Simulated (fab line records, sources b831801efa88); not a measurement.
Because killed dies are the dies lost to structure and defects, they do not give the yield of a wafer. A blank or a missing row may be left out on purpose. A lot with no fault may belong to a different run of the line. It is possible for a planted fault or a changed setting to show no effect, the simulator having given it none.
Which tool is to blame? / flow sky130 / 12 lots, 36 wafers sampled, at 1 step of a route of 708

== WHAT THE GAUGES SHOWED, per wafer ==
SKY_LI_CONTACT_RS_MEAS_22: the measuring method here is four-point-probe.
lot=L075; measured=day 29 13:00; on=film_metro-02; LI_CONTACT_W_RS (ohm/sq)=0.2840 0.2824 0.2842
lot=L077; measured=day 30 06:58; on=film_metro-03; LI_CONTACT_W_RS (ohm/sq)=0.2867 0.2864 0.2846
lot=L079; measured=day 30 17:35; on=film_metro-02; LI_CONTACT_W_RS (ohm/sq)=0.2871 0.2862 0.2824
lot=L082; measured=day 31 19:22; on=film_metro-03; LI_CONTACT_W_RS (ohm/sq)=0.2868 0.2875 0.2852
lot=L083; measured=day 32 12:34; on=film_metro-02; LI_CONTACT_W_RS (ohm/sq)=0.2884 0.2856 0.2864
lot=L084; measured=day 32 20:09; on=film_metro-03; LI_CONTACT_W_RS (ohm/sq)=0.2866 0.2855 0.2873
lot=L087; measured=day 33 18:29; on=film_metro-04; LI_CONTACT_W_RS (ohm/sq)=0.2808 0.2836 0.2816
lot=L089; measured=day 34 01:23; on=film_metro-03; LI_CONTACT_W_RS (ohm/sq)=0.2909 0.2927 0.2896
lot=L091; measured=day 34 19:10; on=film_metro-03; LI_CONTACT_W_RS (ohm/sq)=0.2897 0.2872 0.2897
lot=L093; measured=day 35 19:58; on=film_metro-02; LI_CONTACT_W_RS (ohm/sq)=0.2858 0.2836 0.2882
lot=L095; measured=day 36 01:39; on=film_metro-04; LI_CONTACT_W_RS (ohm/sq)=0.2898 0.2843 0.2854
lot=L097; measured=day 36 23:43; on=film_metro-03; LI_CONTACT_W_RS (ohm/sq)=0.2852 0.2860 0.2866

== WHICH TOOL RAN EACH LOT (tool, then ch and the chambers of the sampled wafers, then the start) ==
The record shows no process step preceding these readings.

== THE ANSWER, worked out from the rows above alone ==
Rule: what is usual is taken from the lots themselves. Put in order of their means at a reading, lots are off if they are a third of the lots or fewer, leave a main group of 4 or more, and stand apart from it by a gap of 3 or more times the standard deviation of the main group's means; of several such gaps the widest counts. A main group is skipped when, at the precision printed for the reading in the tables above, its means are all equal. A lot without any number at a reading at which 4 lots or more have one is off too. Any other lot the step has rows for is counted as sound.
None of the lots is off at any reading shown; this tells nothing.

== WHAT THE SIMULATOR HAD INSERTED ==
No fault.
